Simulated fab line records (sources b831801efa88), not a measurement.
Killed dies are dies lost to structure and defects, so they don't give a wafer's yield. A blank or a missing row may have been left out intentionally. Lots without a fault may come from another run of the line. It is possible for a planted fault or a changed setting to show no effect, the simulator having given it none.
Chamber matching :: flow sky130 :: rie_si-01 running SKY_FIELD_ISO_ETCH_17: 4 sister chambers
The step etches Si in HBr/Cl2/O2, target depth 342 nm, time 101.3 s. 16 wafers are shown with their chamber, then 8 later ones without.

WAFERS WITH THEIR CHAMBER
wafer: L497.1
chamber: 1
drypump_motor_current_A (A): 6.1
oes_product_au (a.u.): 0.965
he_backside_leak_sccm (sccm): 2.9

wafer: L497.5
chamber: 0
drypump_motor_current_A (A): 5.3
oes_product_au (a.u.): 1.011
he_backside_leak_sccm (sccm): 3.8

wafer: L497.6
chamber: 1
drypump_motor_current_A (A): 6.1
oes_product_au (a.u.): 0.968
he_backside_leak_sccm (sccm): 3.0

wafer: L501.1
chamber: 1
drypump_motor_current_A (A): 6.1
oes_product_au (a.u.): 0.964
he_backside_leak_sccm (sccm): 2.9

wafer: L501.3
chamber: 2
drypump_motor_current_A (A): 5.7
oes_product_au (a.u.): 0.994
he_backside_leak_sccm (sccm): 2.7

wafer: L501.6
chamber: 0
drypump_motor_current_A (A): 5.3
oes_product_au (a.u.): 1.017
he_backside_leak_sccm (sccm): 3.1

wafer: L505.4
chamber: 3
drypump_motor_current_A (A): 6.1
oes_product_au (a.u.): 1.005
he_backside_leak_sccm (sccm): 2.5

wafer: L505.5
chamber: 1
drypump_motor_current_A (A): 6.0
oes_product_au (a.u.): 0.965
he_backside_leak_sccm (sccm): 3.0

wafer: L505.6
chamber: 2
drypump_motor_current_A (A): 5.7
oes_product_au (a.u.): 0.994
he_backside_leak_sccm (sccm): 2.6

wafer: L509.2
chamber: 0
drypump_motor_current_A (A): 5.4
oes_product_au (a.u.): 1.009
he_backside_leak_sccm (sccm): 2.9

wafer: L509.3
chamber: 1
drypump_motor_current_A (A): 6.1
oes_product_au (a.u.): 0.967
he_backside_leak_sccm (sccm): 3.0

wafer: L509.5
chamber: 0
drypump_motor_current_A (A): 5.4
oes_product_au (a.u.): 1.017
he_backside_leak_sccm (sccm): 3.0

wafer: L511.1
chamber: 1
drypump_motor_current_A (A): 6.1
oes_product_au (a.u.): 0.981
he_backside_leak_sccm (sccm): 2.8

wafer: L511.3
chamber: 2
drypump_motor_current_A (A): 5.7
oes_product_au (a.u.): 1.000
he_backside_leak_sccm (sccm): 2.7

wafer: L511.4
chamber: 0
drypump_motor_current_A (A): 5.3
oes_product_au (a.u.): 1.015
he_backside_leak_sccm (sccm): 3.1

wafer: L512.1
chamber: 3
drypump_motor_current_A (A): 6.1
oes_product_au (a.u.): 1.027
he_backside_leak_sccm (sccm): 2.4

SIGNATURES (averages over the wafers above)
reading: drypump_motor_current_A
chamber 0: 5.340
chamber 1: 6.083
chamber 2: 5.700
chamber 3: 6.100
scatter within a chamber: 0.0412

reading: oes_product_au
chamber 0: 1.01380
chamber 1: 0.96833
chamber 2: 0.99600
chamber 3: 1.01600
scatter within a chamber: 0.0066

reading: he_backside_leak_sccm
chamber 0: 3.180
chamber 1: 2.933
chamber 2: 2.667
chamber 3: 2.450
scatter within a chamber: 0.215
Rule: for each reading, subtract the chamber's mean from the wafer's reading, divide by that reading's scatter and square the result; add these up over the readings and take the root, which gives the wafer's distance from the chamber. The wafer belongs to the nearest chamber; if the next one is less than 2 further off, it can't be placed. The scatter is the square root of a quotient: the sum, over the shown wafers, of each reading's squared deviation from its chamber's mean, divided by wafers minus chambers.

WAFERS WITHOUT THEIR CHAMBER
wafer: L512.2
drypump_motor_current_A (A): 5.7
oes_product_au (a.u.): 0.987
he_backside_leak_sccm (sccm): 2.6

wafer: L512.5
drypump_motor_current_A (A): 5.7
oes_product_au (a.u.): 0.988
he_backside_leak_sccm (sccm): 2.7

wafer: L516.2
drypump_motor_current_A (A): 5.7
oes_product_au (a.u.): 0.992
he_backside_leak_sccm (sccm): 2.7

wafer: L516.4
drypump_motor_current_A (A): 6.1
oes_product_au (a.u.): 0.974
he_backside_leak_sccm (sccm): 2.8

wafer: L516.6
drypump_motor_current_A (A): 5.7
oes_product_au (a.u.): 0.996
he_backside_leak_sccm (sccm): 2.7

wafer: L519.1
drypump_motor_current_A (A): 6.1
oes_product_au (a.u.): 1.017
he_backside_leak_sccm (sccm): 2.3

wafer: L519.2
drypump_motor_current_A (A): 6.0
oes_product_au (a.u.): 0.970
he_backside_leak_sccm (sccm): 2.9

wafer: L519.4
drypump_motor_current_A (A): 5.7
oes_product_au (a.u.): 0.999
he_backside_leak_sccm (sccm): 2.7

THE CHAMBER EACH PASSED THROUGH
wafer: L512.2
from the rows above: 2
in truth: 2

wafer: L512.5
from the rows above: 2
in truth: 2

wafer: L516.2
from the rows above: 2
in truth: 2

wafer: L516.4
from the rows above: 1
in truth: 1

wafer: L516.6
from the rows above: 2
in truth: 2

wafer: L519.1
from the rows above: 3
in truth: 3

wafer: L519.2
from the rows above: 1
in truth: 1

wafer: L519.4
from the rows above: 2
in truth: 2
Correct placement for 8 of the 8. Not placeable from these rows: 0. Wrongly placed: 0.
